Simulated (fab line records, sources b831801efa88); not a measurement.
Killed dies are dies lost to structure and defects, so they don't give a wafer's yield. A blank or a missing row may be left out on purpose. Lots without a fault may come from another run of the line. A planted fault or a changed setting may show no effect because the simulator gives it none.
Chamber matching | flow sky130 | SKY_VIA3_CMP_24 on cmp-02: 4 sister chambers
The step polishes, stops on SiO2, t overpolish 20 s, target thk 0 nm. 8 wafers are shown with their chamber, then 7 later ones without.

WAFERS WITH THEIR CHAMBER
wafer  | chamber | motor_current_A (A) | overpolish_run_s (s)
L447.4 | 1       | 11.8                | 19.992
L448.4 | 1       | 12.4                | 20.021
L448.5 | 3       | 11.4                | 20.002
L452.3 | 2       | 11.0                | 20.000
L452.4 | 0       | 10.4                | 19.990
L452.6 | 3       | 11.4                | 20.011
L454.2 | 0       | 11.0                | 19.996
L454.5 | 2       | 10.8                | 20.003

WAFERS WITHOUT THEIR CHAMBER
wafer  | motor_current_A (A) | overpolish_run_s (s)
L454.6 | 12.3                | 20.014
L459.2 | 10.8                | 20.004
L459.3 | 11.4                | 20.006
L459.5 | 12.5                | 19.995
L460.1 | 10.5                | 19.996
L460.4 | 10.6                | 20.000
L460.5 | 12.1                | 19.994

WHICH CHAMBER EACH WENT THROUGH
wafer  | from the rows above          | in truth
L454.6 | 1                            | 1
L459.2 | can't be placed: 2 or 0 or 3 | 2
L459.3 | can't be placed: 3 or 2      | 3
L459.5 | 1                            | 1
L460.1 | can't be placed: 0 or 2      | 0
L460.4 | can't be placed: 0 or 2 or 3 | 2
L460.5 | can't be placed: 1 or 3      | 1
Placed correctly: 2 of 7. Can't be placed from these rows: 5 (the true chamber is among the candidates in 5). Placed wrongly: 0.
How it was worked out, from the rows above alone: a wafer's distance from a chamber is the root of the sum, over the readings, of the square of ((its reading less the chamber's mean) divided by the reading's scatter). The wafer belongs to the nearest chamber; if the next one is less than 2 further off, it can't be placed. A chamber's mean is the mean of its shown wafers. The scatter: the root of (the sum of the squares of (reading less its chamber's mean) over the shown wafers, divided by (wafers less chambers)).
